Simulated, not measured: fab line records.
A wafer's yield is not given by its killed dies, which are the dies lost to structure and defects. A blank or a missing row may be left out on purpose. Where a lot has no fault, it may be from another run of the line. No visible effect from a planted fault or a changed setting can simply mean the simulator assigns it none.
Split-lot trial | flow sky130 | route with 708 steps; 5 lots, 23 wafers read

## ABOUT THE SPLIT
At SKY_METAL4_DEVELOP_12 (develop time 60 s), the setting dev_temp_c was moved away from the recipe's 21 C on 10 of the 23 wafers read, by -17.0% to +7.0%. The other wafers ran this setting at the recipe's value.

Split to reading: the file shows no intervening step.

## THE READING
Shown in nm: cd_nm at SKY_METAL4_CD_MEAS_13, with target cd 300 nm. A value of 299.9 nm with a standard deviation of 1.3 nm is what fault-free wafers of this fab line usually give.

wafer  | tool, chamber at the split | dev_temp_c as run, C | against the recipe | cd_nm, nm | against lot-mates on the recipe
L077.2 | litho_track-02, 0          | 21                   | recipe             | 300.5     | -
L077.3 | litho_track-02, 0          | 21                   | recipe             | 300.0     | -
L077.5 | litho_track-02, 0          | 21                   | recipe             | 299.4     | -
L080.1 | litho_track-03, 0          | 17.56                | -16.4%             | 305.0     | +4.0
L080.2 | litho_track-03, 0          | 21                   | recipe             | 301.5     | -
L080.3 | litho_track-03, 0          | 21                   | recipe             | 300.9     | -
L080.5 | litho_track-03, 0          | 21                   | recipe             | 300.7     | -
L080.6 | litho_track-03, 0          | 17.56                | -16.4%             | 304.4     | +3.4
L082.2 | litho_track-03, 0          | 21                   | recipe             | 300.6     | -
L082.3 | litho_track-03, 0          | 21                   | recipe             | 300.0     | -
L082.4 | litho_track-03, 0          | 19.83                | -5.6%              | 301.6     | +1.3
L082.5 | litho_track-03, 0          | 19.83                | -5.6%              | 301.6     | +1.3
L082.6 | litho_track-03, 0          | 19.83                | -5.6%              | 301.1     | +0.8
L081.1 | litho_track-02, 0          | 22.48                | +7.0%              | 297.7     | -1.5
L081.2 | litho_track-02, 0          | 21                   | recipe             | 299.9     | -
L081.3 | litho_track-02, 0          | 21                   | recipe             | 298.1     | -
L081.4 | litho_track-02, 0          | 21                   | recipe             | 299.5     | -
L081.5 | litho_track-02, 0          | 22.48                | +7.0%              | 297.3     | -1.9
L084.1 | litho_track-01, 0          | 17.43                | -17.0%             | 304.4     | +3.5
L084.2 | litho_track-01, 0          | 17.43                | -17.0%             | 302.6     | +1.8
L084.4 | litho_track-01, 0          | 21                   | recipe             | 300.3     | -
L084.5 | litho_track-01, 0          | 17.43                | -17.0%             | 303.3     | +2.4
L084.6 | litho_track-01, 0          | 21                   | recipe             | 301.4     | -

FIT RESULTS
A straight line over all 23 wafers: cd_nm changes by -0.241 nm for each +1% of dev_temp_c; r = -0.91; the points scatter about the line by 0.88 nm.
The same after taking each lot's own level away (the mean of its wafers on the recipe; 23 wafers): -0.187 nm for each +1%; r = -0.92; scatter 0.6 nm.
The reading moves by 3.2 nm for the largest change in dev_temp_c, on that fit.
Across the lots, their own levels run from 299.17 to 301.03 nm, a range of 1.4 times the standard deviation given above.
In other words, the slope is changed by the lot-to-lot level; the two fits disagree.
Check: for one of the wafers moved furthest among these (-17.0%), held out of the fit, the line's prediction against its lot-mates is +3.04 nm. Against them it came out at +3.55 nm.

## ADDITIONAL SPLITS CARRIED BY THESE WAFERS
Before the reading, these wafers also passed through other splits. Each is held against what the fit with the lots' levels taken away leaves over:
other split on the same wafers | wafers away from the commonest value | r with cd_nm (lot level and that fit taken away)
SKY_CAP2M_SOFTBAKE_08 temp_c   | 9                                    | +0.12
SKY_CAP2M_METAL_ETCH_13 time_s | 5                                    | +0.04

## THE WHOLE CHAIN: every reading that the file lists as answering this split, in the file's order
step                  | what it does           | reading                                                       | change (the file's fit)               | r (the file's)
SKY_METAL4_CD_MEAS_13 | target cd 300 nm       | cd_nm                                                         | -0.191 nm for each +1% of the setting | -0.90
SKY_METAL4_DESCUM_15  | chemistry O2, time 8 s | METAL4.cd_nm (the simulator's own value, which no gauge read) | -0.201 nm for each +1% of the setting | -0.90

## THE FILE'S OWN FIT
cd_nm changes by -0.191 nm for each +1% of dev_temp_c, r = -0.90.
